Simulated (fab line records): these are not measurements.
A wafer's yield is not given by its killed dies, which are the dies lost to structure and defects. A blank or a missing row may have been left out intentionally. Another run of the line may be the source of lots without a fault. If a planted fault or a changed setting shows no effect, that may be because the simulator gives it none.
fab line records ; flow sky130
record lots=6; wafers=18; last-day=50
route steps=708 shown VT_ADJUST_NCORE@128 VT_ADJUST_HVTR@131 VT_ADJUST_PCH@143 PAD_OPEN@708
lots untouched by any fault: they come from a run of this same line in which no faults occurred
start-h: the number of hours between the record's first day and the start of the first shown wafer of the lot ; wait-h: time in hours since the lot's previous step ; " the same as in the row above ; L1.1+2: a row that stands for several wafers ; - no value, or no start was given ; * or withheld: withheld ; < > ~ a bound
route shown NAME@n: NAME is a module with steps in the file, n the number in the route of the first one ; usual: mean and standard deviation over wafers with no fault ; same: alike in all rows ; chamber/n: place in a boat ; sites: per-site readings ; _std_site: how widely they spread, as a standard deviation ; _edge_site: outer sites' mean less inner sites' ; radius-mm: for every site, how far away it sits from the centre of the wafer ; mask NAME#n: copy n ; behind: the last tool/chamber to shape the wafer ; hold: reason for holding the lot/hours on hold/outcome of the hold ; device: names the non-switching transistor (n, p or np) ; end of line: tests of these same wafers at the route's end ; a step with no rows: only its recipe ; killed: dies lost to structure and defects at the first sort, not the wafer's yield ; map: a wafer's dies, marking killed ones x, the rest . and places with no die _
set.NAME: setting as actually run; set.NAME@STEP: the setting as run at that earlier step ; model.NAME: the simulator's own value behind a step, which no gauge read
a table for each step, a row for each wafer; lots at some steps of the route
services: when a tool's chamber went out of use (start-h, in hours from the record's first day, below 0 if earlier), for how many hours, and the reason
## steps
# step SKY_VT_ADJUST_NCORE_IMPLANT_09
# recipe species=B; energy-kev=10; dose-cm2=2.4e+12; tilt-deg=withheld
# step SKY_VT_ADJUST_NCORE_STRIP_10
# recipe chemistry=O2/N2; power-w=1400; pressure-mtorr=1500; platen-temp-c=withheld; o2-flow-sccm=3000; n2-flow-sccm=300; overash-fraction=0.5
# usual chamber-pressure-mTorr=1500.0/1.5; drypump-motor-current-A=5.7/0.55; o2-flow-sccm=3002/9.6; oes-product-au=0.716/0.0045; strip-time-to-endpoint-s=14.19/0.041
lot.wafer;tool;chamber;start-h;wait-h;chamber-pressure-mTorr;drypump-motor-current-A;o2-flow-sccm;oes-product-au;rf-hours-counter-h;strip-time-to-endpoint-s
L388.1;plasma-asher-01;0;183.86;0.1;1497.7;6.1;3015;0.711;38;14.19
L388.3;plasma-asher-01;1;183.86;0.1;1500.0;5.2;2999;0.713;-;14.17
L388.5;plasma-asher-01;0;183.86;0.1;1500.2;6.1;3008;0.716;-;14.15
L399.1;plasma-asher-01;1;260.12;0.1;1499.4;5.2;2990;0.721;45;14.22
L399.3;plasma-asher-01;0;260.12;0.1;1498.9;6.1;3002;0.717;-;14.20
L399.4;plasma-asher-01;1;260.12;0.1;1500.2;5.2;2991;0.719;-;14.22
L400.1;plasma-asher-02;1;263.31;0.1;1499.4;6.4;2989;0.712;55;14.22
L400.3;plasma-asher-02;0;263.31;0.1;1500.7;5.1;2995;0.715;-;14.25
L400.5;plasma-asher-02;1;263.31;0.1;1497.6;6.5;2996;0.713;-;14.28
L404.2;plasma-asher-03;1;291.02;0.1;1499.5;6.3;3003;0.717;18;14.25
L404.3;plasma-asher-03;1;291.02;0.1;1500.0;6.3;2999;0.708;-;14.22
L404.5;plasma-asher-03;0;291.02;0.1;1498.6;5.2;2995;0.720;-;14.23
L410.1;plasma-asher-03;1;338.01;0.1;1497.6;6.3;2996;0.719;23;14.16
L410.3;plasma-asher-03;0;338.01;0.1;1500.8;5.3;2992;0.718;-;14.19
L410.6;plasma-asher-03;0;338.01;0.1;1500.1;5.2;2995;0.713;-;14.18
L411.1;plasma-asher-02;0;343.37;0.1;1497.8;5.1;3008;0.714;63;14.16
L411.3;plasma-asher-02;0;343.37;0.1;1498.3;5.1;2993;0.717;-;14.07
L411.5;plasma-asher-02;1;343.37;0.1;1500.6;6.5;3006;0.728;-;14.10
# step SKY_VT_ADJUST_NCORE_TW_MEAS_11
# usual VT_ADJUST_NCORE_TW=218.4/1.8
lot.wafer;tool;chamber;start-h;wait-h;VT_ADJUST_NCORE_TW
L388.1;film-metro-01;-;183.96;0.1;220.3
L388.3;film-metro-01;-;183.96;0.1;219.9
L388.5;film-metro-01;-;183.96;0.1;220.3
L399.1;film-metro-02;-;260.22;0.1;219.6
L399.3;film-metro-02;-;260.22;0.1;219.5
L399.4;film-metro-02;-;260.22;0.1;219.6
L400.1;film-metro-04;-;263.41;0.1;215.0
L400.3;film-metro-04;-;263.41;0.1;215.3
L400.5;film-metro-04;-;263.41;0.1;215.8
L404.2;film-metro-04;-;291.13;0.1;216.3
L404.3;film-metro-04;-;291.13;0.1;215.7
L404.5;film-metro-04;-;291.13;0.1;216.0
L410.1;film-metro-04;-;338.11;0.1;216.1
L410.3;film-metro-04;-;338.11;0.1;217.5
L410.6;film-metro-04;-;338.11;0.1;217.0
L411.1;film-metro-01;-;343.47;0.1;221.4
L411.3;film-metro-01;-;343.47;0.1;220.3
L411.5;film-metro-01;-;343.47;0.1;219.4
# step SKY_VT_ADJUST_HVTR_DEHYDRATE_00
# recipe temp-c=200; time-s=60
# step SKY_VT_ADJUST_HVTR_HMDS_01
# recipe prime-time-s=60; prime-temp-c=120
# step SKY_VT_ADJUST_HVTR_COAT_02
# recipe resist=NOVOLAK; spin-rpm=3000; resist-thk-nm=1140
# step SKY_VT_ADJUST_HVTR_SOFTBAKE_03
# recipe temp-c=90; time-s=60; resist=NOVOLAK
# step SKY_VT_ADJUST_HVTR_EXPOSE_04
# recipe mask-id=HVTRM; target-cd-nm=380; na=0.6; source-shape=conventional; sigma-outer=0.6; dose-mj=150
# step SKY_VT_ADJUST_HVTR_PEB_05
# recipe temp-c=withheld; time-s=*; resist=NOVOLAK
# step SKY_VT_ADJUST_HVTR_DEVELOP_06
# recipe develop-time-s=60; dev-temp-c=23
# step SKY_VT_ADJUST_HVTR_CD_MEAS_07
# recipe target-cd-nm=380
# usual cd-nm=380.4/2.5
lot.wafer;tool;chamber;start-h;wait-h;cd-nm
L388.1;cd-sem-02;-;203.88;0.1;381.1
L388.3;cd-sem-02;-;203.88;0.1;380.6
L388.5;cd-sem-02;-;203.88;0.1;381.6
L399.1;cd-sem-01;-;283.91;0.1;379.9
L399.3;cd-sem-01;-;283.91;0.1;380.8
L399.4;cd-sem-01;-;283.91;0.1;379.3
L400.1;cd-sem-02;-;287.21;0.1;381.4
L400.3;cd-sem-02;-;287.21;0.1;381.7
L400.5;cd-sem-02;-;287.21;0.1;381.7
L404.2;cd-sem-02;-;316.43;0.1;382.4
L404.3;cd-sem-02;-;316.43;0.1;378.5
L404.5;cd-sem-02;-;316.43;0.1;380.6
L410.1;cd-sem-01;-;366.48;0.1;379.7
L410.3;cd-sem-01;-;366.48;0.1;377.2
L410.6;cd-sem-01;-;366.48;0.1;380.2
L411.1;cd-sem-02;-;370.56;0.1;378.8
L411.3;cd-sem-02;-;370.56;0.1;379.3
L411.5;cd-sem-02;-;370.56;0.1;381.9
# step SKY_VT_ADJUST_HVTR_OVL_MEAS_08
# usual VT_ADJUST_HVTR_OVL=0.3/1.3
lot.wafer;tool;chamber;start-h;wait-h;VT_ADJUST_HVTR_OVL[nm]
L388.1;overlay-02;-;204.00;0.1;-0.5
L388.3;overlay-02;-;204.00;0.1;1.1
L388.5;overlay-02;-;204.00;0.1;1.3
L399.1;overlay-02;-;284.03;0.1;-0.8
L399.3;overlay-02;-;284.03;0.1;0.4
L399.4;overlay-02;-;284.03;0.1;1.1
L400.1;overlay-01;-;287.33;0.1;0.1
L400.3;overlay-01;-;287.33;0.1;-0.5
L400.5;overlay-01;-;287.33;0.1;1.2
L404.2;overlay-01;-;316.54;0.1;0.3
L404.3;overlay-01;-;316.54;0.1;0.5
L404.5;overlay-01;-;316.54;0.1;1.1
L410.1;overlay-01;-;366.60;0.1;-2.3
L410.3;overlay-01;-;366.60;0.1;-0.9
L410.6;overlay-01;-;366.60;0.1;-0.1
L411.1;overlay-02;-;370.68;0.1;1.5
L411.3;overlay-02;-;370.68;0.1;2.6
L411.5;overlay-02;-;370.68;0.1;0.8
# step SKY_VT_ADJUST_HVTR_IMPLANT_09
# recipe species=B; energy-kev=10; dose-cm2=2.1e+12; tilt-deg=withheld
# usual dose-ions-cm2=2.1007e+12/2.4e+09; faraday-current-uA=11.84/0.21
lot.wafer;tool;chamber;start-h;wait-h;dose-ions-cm2;faraday-current-uA
L388.1;implanter-01;0;204.04;0.0;2.0998e+12;11.78
L388.3;implanter-01;0;204.04;0.0;2.0995e+12;11.79
L388.5;implanter-01;0;204.04;0.0;2.0984e+12;11.66
L399.1;implanter-02;0;284.06;0.0;3.3649e+12;18.65
L399.3;implanter-02;0;284.06;0.0;3.3652e+12;19.24
L399.4;implanter-02;0;284.06;0.0;3.3634e+12;18.42
L400.1;implanter-02;0;287.36;0.0;3.3584e+12;18.82
L400.3;implanter-02;0;287.36;0.0;3.3607e+12;19.06
L400.5;implanter-02;0;287.36;0.0;3.3633e+12;18.55
L404.2;implanter-01;0;316.59;0.0;2.1006e+12;11.50
L404.3;implanter-01;0;316.59;0.0;2.0977e+12;11.79
L404.5;implanter-01;0;316.59;0.0;2.1021e+12;11.90
L410.1;implanter-01;0;366.64;0.0;2.1033e+12;11.97
L410.3;implanter-01;0;366.64;0.0;2.1002e+12;11.82
L410.6;implanter-01;0;366.64;0.0;2.1043e+12;11.87
L411.1;implanter-02;0;370.71;0.0;2.101e+12;11.90
L411.3;implanter-02;0;370.71;0.0;2.1043e+12;11.88
L411.5;implanter-02;0;370.71;0.0;2.099e+12;11.67
# step SKY_VT_ADJUST_HVTR_STRIP_10
# recipe chemistry=O2/N2; power-w=1400; pressure-mtorr=1500; platen-temp-c=withheld; o2-flow-sccm=3000; n2-flow-sccm=300; overash-fraction=0.5
# usual chamber-pressure-mTorr=1499/6.5; drypump-motor-current-A=5.7/0.5; o2-flow-sccm=2999/8.7; oes-product-au=0.716/0.0045; strip-time-to-endpoint-s=14.19/0.036
lot.wafer;tool;chamber;start-h;wait-h;chamber-pressure-mTorr;drypump-motor-current-A;o2-flow-sccm;oes-product-au;rf-hours-counter-h;strip-time-to-endpoint-s
L388.1;plasma-asher-04;1;204.19;0.1;1499;5.7;2999;0.719;53;14.18
L388.3;plasma-asher-04;1;204.19;0.1;1503;5.7;2996;0.719;-;14.17
L388.5;plasma-asher-04;0;204.19;0.1;1500;5.9;2999;0.713;-;14.14
L399.1;plasma-asher-02;1;284.21;0.1;1498;6.4;3010;0.718;57;14.23
L399.3;plasma-asher-02;1;284.21;0.1;1500;6.4;3002;0.717;-;14.22
L399.4;plasma-asher-02;0;284.21;0.1;1499;5.1;3002;0.713;-;14.29
L400.1;plasma-asher-04;0;287.51;0.1;1499;5.9;2993;0.721;60;14.20
L400.3;plasma-asher-04;1;287.51;0.1;1500;5.7;3011;0.716;-;14.24
L400.5;plasma-asher-04;0;287.51;0.1;1502;5.9;3012;0.705;-;14.21
L404.2;plasma-asher-02;0;316.72;0.1;1424;5.1;2994;0.717;60;14.17
L404.3;plasma-asher-02;0;316.72;0.1;1499;5.1;3005;0.718;-;14.17
L404.5;plasma-asher-02;0;316.72;0.1;1500;5.1;2991;0.723;-;14.18
L410.1;plasma-asher-04;0;366.79;0.1;1499;5.9;3010;0.717;68;14.15
L410.3;plasma-asher-04;0;366.79;0.1;1499;5.9;3013;0.714;-;14.20
L410.6;plasma-asher-04;0;366.79;0.1;1502;5.9;3016;0.714;-;14.16
L411.1;plasma-asher-01;0;370.86;0.1;1502;6.1;3011;0.725;55;14.22
L411.3;plasma-asher-01;0;370.86;0.1;1500;6.1;3019;0.709;-;14.17
L411.5;plasma-asher-01;1;370.86;0.1;1503;5.2;3002;0.719;-;14.18
# step SKY_VT_ADJUST_HVTR_TW_MEAS_11
# usual VT_ADJUST_HVTR_TW=210.9/2.2
lot.wafer;tool;chamber;start-h;wait-h;VT_ADJUST_HVTR_TW
L388.1;film-metro-03;-;204.29;0.1;213.3
L388.3;film-metro-03;-;204.29;0.1;212.7
L388.5;film-metro-03;-;204.29;0.1;212.7
L399.1;film-metro-03;-;284.31;0.1;244.4
L399.3;film-metro-03;-;284.31;0.1;243.8
L399.4;film-metro-03;-;284.31;0.1;246.0
L400.1;film-metro-03;-;287.61;0.1;244.7
L400.3;film-metro-03;-;287.61;0.1;244.1
L400.5;film-metro-03;-;287.61;0.1;244.9
L404.2;film-metro-02;-;316.83;0.1;212.5
L404.3;film-metro-02;-;316.83;0.1;210.7
L404.5;film-metro-02;-;316.83;0.1;211.7
L410.1;film-metro-02;-;366.89;0.1;210.7
L410.3;film-metro-02;-;366.89;0.1;210.4
L410.6;film-metro-02;-;366.89;0.1;209.9
L411.1;film-metro-03;-;370.96;0.1;213.6
L411.3;film-metro-03;-;370.96;0.1;214.1
L411.5;film-metro-03;-;370.96;0.1;214.0
# step SKY_VT_ADJUST_PCH_DEHYDRATE_00
# recipe temp-c=200; time-s=60
# step SKY_PAD_OPEN_PROBE_99
# usual killed_at_M0_to_M3=42/6.8; killed_at_M4_up=3.2/1.8; killed-at-contacts=25/5.4; killed-at-front-end=15/4.5; killed-at-other=0.3/0.56; killed-dies=85/9.7; killed-open=46/7.1; killed-short=39/6.5
# same gross-dies=492; killed-at-back-side=0
lot.wafer;tool;chamber;start-h;wait-h;killed_at_M0_to_M3;killed_at_M4_up;killed-at-contacts;killed-at-front-end;killed-at-other;killed-dies;killed-open;killed-short;model.etest.pfet_01v8_mvt.drive-ua-um;model.etest.pfet_01v8_mvt.off-log10-a-um;model.etest.pfet_01v8_mvt.vt-sat-v;model.etest.pfet_01v8_mvt.vt-v;model.etest.pfet_01v8_mvt.vt-long-v;model.etest.pfet_01v8_mvt.body-rise-v
L388.1;prober-01;-;1081.64;0.1;58;1;28;15;1;103;54;49;146;-10.9;-0.581;-0.6632;-0.8752;-0.1895
L388.3;prober-01;-;1081.74;0.2;34;2;29;15;0;80;42;38;148.4;-10.91;-0.5837;-0.6681;-0.8759;-0.1876
L388.5;prober-01;-;1081.84;0.2;49;3;24;10;1;87;45;42;146.5;-10.73;-0.5779;-0.6636;-0.872;-0.189
L399.1;prober-02;-;1141.89;0.1;51;4;14;19;0;88;52;36;180.1;-7.988;-0.2963;-0.4217;-0.6607;-0.2124
L399.3;prober-02;-;1141.99;0.2;51;2;27;15;1;96;61;34;180.8;-7.984;-0.2801;-0.4101;-0.6529;-0.2122
L399.4;prober-02;-;1142.04;0.2;38;6;30;12;0;86;49;37;183;-7.975;-0.2842;-0.4118;-0.656;-0.2112
L400.1;prober-01;-;1143.09;0.1;43;5;29;12;0;89;50;39;172.3;-8.528;-0.3748;-0.4931;-0.7383;-0.1928
L400.3;prober-01;-;1143.19;0.2;35;2;19;14;0;70;43;27;170;-8.606;-0.3689;-0.4896;-0.7311;-0.1924
L400.5;prober-01;-;1143.29;0.2;34;2;16;11;1;64;34;30;176.5;-8.543;-0.3596;-0.4834;-0.7272;-0.1897
L404.2;prober-01;-;1171.58;0.1;39;8;30;17;0;94;46;46;152.3;-10.41;-0.5533;-0.6437;-0.8512;-0.1907
L404.3;prober-01;-;1171.63;0.2;54;3;23;16;0;96;52;43;152.5;-10.47;-0.5563;-0.6466;-0.8541;-0.1888
L404.5;prober-01;-;1171.73;0.2;54;5;33;13;0;105;70;35;155.1;-10.47;-0.549;-0.6399;-0.8498;-0.1906
L411.1;prober-01;-;1197.39;0.1;39;3;28;15;1;86;42;42;153.2;-10.64;-0.5679;-0.6554;-0.8601;-0.1893
L411.3;prober-01;-;1197.49;0.2;40;0;23;18;4;85;46;35;154.8;-10.7;-0.5748;-0.6584;-0.8608;-0.1867
L411.5;prober-01;-;1197.59;0.2;43;1;19;23;0;86;41;45;154.6;-10.68;-0.5644;-0.6542;-0.8591;-0.1882
L410.1;prober-02;-;1198.04;0.1;52;4;28;12;0;96;46;49;153.2;-10.5;-0.5621;-0.6504;-0.8567;-0.186
L410.3;prober-02;-;1198.14;0.2;62;4;22;17;0;105;58;47;154;-10.49;-0.551;-0.6407;-0.8529;-0.1914
L410.6;prober-02;-;1198.29;0.2;51;4;20;13;0;88;46;42;152.7;-10.58;-0.5541;-0.6448;-0.8516;-0.1897
# killed by level:class
L388.1 VIA1:geometric-particle:open=14 LI_CONTACT:geometric-particle:open=11 METAL1:geometric-particle:short=11 VIA3:geometric-particle:open=9 CONTACT:geometric-particle:open=8 METAL3:geometric-particle:short=6 FIELD_ISO:geometric-particle:short=5 LOCAL_INTERCONNECT:geometric-particle:short=5
L388.3 LI_CONTACT:geometric-particle:open=13 CONTACT:geometric-particle:open=9 VIA1:geometric-particle:open=5 METAL3:geometric-particle:short=5 FIELD_ISO:geometric-particle:short=4 POLY_GATE:geometric-particle:short=4 METAL1:geometric-particle:short=4 METAL2:geometric-particle:short=4
L388.5 VIA1:geometric-particle:open=9 CONTACT:geometric-particle:open=9 VIA3:geometric-particle:open=8 VIA1:geometric-particle:short=6 CONTACT:geometric-particle:short=6 METAL2:geometric-particle:short=6 VIA2:geometric-particle:short=6 VIA2:geometric-particle:open=5
L399.1 VIA3:geometric-particle:open=12 VIA1:geometric-particle:open=9 CONTACT:geometric-particle:open=8 VIA1:geometric-particle:short=7 VIA2:geometric-particle:open=7 FIELD_ISO:geometric-particle:open=5 POLY_GATE:geometric-particle:short=5 METAL3:geometric-particle:short=4
L399.3 VIA1:geometric-particle:open=14 CONTACT:geometric-particle:open=12 LI_CONTACT:geometric-particle:open=9 VIA2:geometric-particle:open=9 VIA1:geometric-particle:short=6 VIA3:geometric-particle:short=6 POLY_GATE:geometric-particle:open=5 POLY_GATE:geometric-particle:short=5
L399.4 CONTACT:geometric-particle:open=11 VIA2:geometric-particle:open=7 VIA1:geometric-particle:open=7 LI_CONTACT:geometric-particle:open=6 VIA1:geometric-particle:short=6 CONTACT:geometric-particle:short=5 VIA3:geometric-particle:open=5 LI_CONTACT:geometric-particle:short=4
L400.1 CONTACT:geometric-particle:open=10 LI_CONTACT:geometric-particle:open=8 VIA1:geometric-particle:open=8 VIA3:geometric-particle:short=7 CONTACT:geometric-particle:short=5 METAL1:geometric-particle:short=5 VIA2:geometric-particle:open=5 METAL3:geometric-particle:short=5
L400.3 CONTACT:geometric-particle:open=8 VIA1:geometric-particle:open=8 VIA3:geometric-particle:open=8 LI_CONTACT:geometric-particle:open=7 FIELD_ISO:geometric-particle:open=6 VIA1:geometric-particle:short=4 METAL2:geometric-particle:short=4 METAL1:geometric-particle:short=3
L400.5 CONTACT:geometric-particle:open=9 VIA3:geometric-particle:open=8 VIA1:geometric-particle:short=6 VIA1:geometric-particle:open=5 METAL1:geometric-particle:short=5 LI_CONTACT:geometric-particle:open=4 VIA3:geometric-particle:short=3 FIELD_ISO:geometric-particle:open=2
L404.2 VIA1:geometric-particle:open=10 CONTACT:geometric-particle:open=9 FIELD_ISO:geometric-particle:open=7 LI_CONTACT:geometric-particle:open=7 CONTACT:geometric-particle:short=6 METAL4:geometric-particle:short=5 LOCAL_INTERCONNECT:geometric-particle:short=5 METAL1:geometric-particle:short=5
L404.3 CONTACT:geometric-particle:open=9 LI_CONTACT:geometric-particle:open=8 VIA3:geometric-particle:open=8 VIA1:geometric-particle:open=8 FIELD_ISO:geometric-particle:short=7 METAL1:geometric-particle:short=6 VIA1:geometric-particle:short=5 METAL2:geometric-particle:open=5
L404.5 VIA1:geometric-particle:open=19 CONTACT:geometric-particle:open=16 VIA3:geometric-particle:open=11 LI_CONTACT:geometric-particle:open=10 FIELD_ISO:geometric-particle:open=4 POLY_GATE:geometric-particle:short=4 CONTACT:geometric-particle:short=4 VIA1:geometric-particle:short=4
L411.1 LI_CONTACT:geometric-particle:open=10 CONTACT:geometric-particle:open=7 VIA1:geometric-particle:open=7 FIELD_ISO:geometric-particle:short=6 CONTACT:geometric-particle:short=6 METAL2:geometric-particle:short=5 VIA3:geometric-particle:open=5 POLY_GATE:geometric-particle:short=4
L411.3 VIA2:geometric-particle:open=9 VIA1:geometric-particle:open=9 CONTACT:geometric-particle:short=7 CONTACT:geometric-particle:open=7 POLY_GATE:geometric-particle:short=6 VIA3:geometric-particle:open=6 METAL2:geometric-particle:short=5 FIELD_ISO:geometric-particle:open=4
L411.5 POLY_GATE:geometric-particle:short=8 CONTACT:geometric-particle:open=7 METAL1:geometric-particle:short=7 VIA3:geometric-particle:open=7 VIA1:geometric-particle:open=6 VIA1:geometric-particle:short=5 FIELD_ISO:geometric-particle:short=4 FIELD_ISO:geometric-particle:open=4
L410.1 CONTACT:geometric-particle:open=10 VIA2:geometric-particle:open=9 VIA1:geometric-particle:open=9 CONTACT:geometric-particle:short=7 VIA1:geometric-particle:short=7 LOCAL_INTERCONNECT:geometric-particle:short=6 METAL1:geometric-particle:short=6 VIA2:geometric-particle:short=5
L410.3 VIA1:geometric-particle:open=21 METAL2:geometric-particle:short=10 VIA3:geometric-particle:open=8 FIELD_ISO:geometric-particle:short=7 LI_CONTACT:geometric-particle:open=6 METAL1:geometric-particle:short=6 CONTACT:geometric-particle:open=6 VIA1:geometric-particle:short=5
L410.6 VIA1:geometric-particle:open=12 METAL1:geometric-particle:short=7 CONTACT:geometric-particle:short=7 METAL2:geometric-particle:short=7 CONTACT:geometric-particle:open=6 FIELD_ISO:geometric-particle:open=5 METAL3:geometric-particle:short=4 POLY_GATE:geometric-particle:open=4
## services
tool;chamber;start-h;hours;kind
plasma-asher-02;-;162.67;11.3;repair
plasma-asher-01;-;188.62;6.2;repair
plasma-asher-02;-;204.79;2.6;repair
plasma-asher-01;-;226.73;4.3;pm
plasma-asher-04;-;241.92;9.0;repair
plasma-asher-02;-;262.18;0.8;repair
plasma-asher-01;-;274.47;4.6;repair
plasma-asher-01;-;291.46;4.9;repair
implanter-02;-;303.84;5.3;repair
plasma-asher-04;-;304.45;1.4;repair
implanter-01;-;306.79;1.1;repair
implanter-02;-;316.37;5.0;repair
plasma-asher-04;-;321.44;1.1;repair
implanter-02;-;324.13;2.5;repair
plasma-asher-02;-;351.98;2.8;pm
plasma-asher-03;-;352.84;3.9;repair
## key
first-sign step=SKY_VT_ADJUST_HVTR_IMPLANT_09; reading=dose-ions-cm2; direction=up; sigmas=99+; usual=*; struck=*
effect step=SKY_VT_ADJUST_HVTR_IMPLANT_09; reading=faraday-current-uA; direction=up; sigmas=32; usual=11.84; struck=18.79
effect step=SKY_VT_ADJUST_HVTR_TW_MEAS_11; reading=VT_ADJUST_HVTR_TW; direction=up; sigmas=16; usual=210.9; struck=244.6
model-effect step=SKY_PAD_OPEN_PROBE_99; value=etest.pfet_01v8_mvt.drive-ua-um; without=150.9; struck=177.1
met-at SKY_VT_ADJUST_HVTR_IMPLANT_09
struck-wafers L399.1,L399.3,L399.4,L400.1,L400.3,L400.5
tester-left-out L399,L400
fault kind=process-parameter-drift; tool=implanter-02; chamber=-; onset-h=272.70; steps=SKY_VT_ADJUST_HVTR_IMPLANT_09; channel=dose-cm2; offset=*; shape=step; end-h=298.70; acts-in=*; stated=*
# tester-left-out: of these lots the tester's yield and bins aren't shown, on N5 and GAA mostly nor the transistor test; their killed dies are dies lost to structure and defects alone, not to doping, threshold or leakage, so they don't give the yield
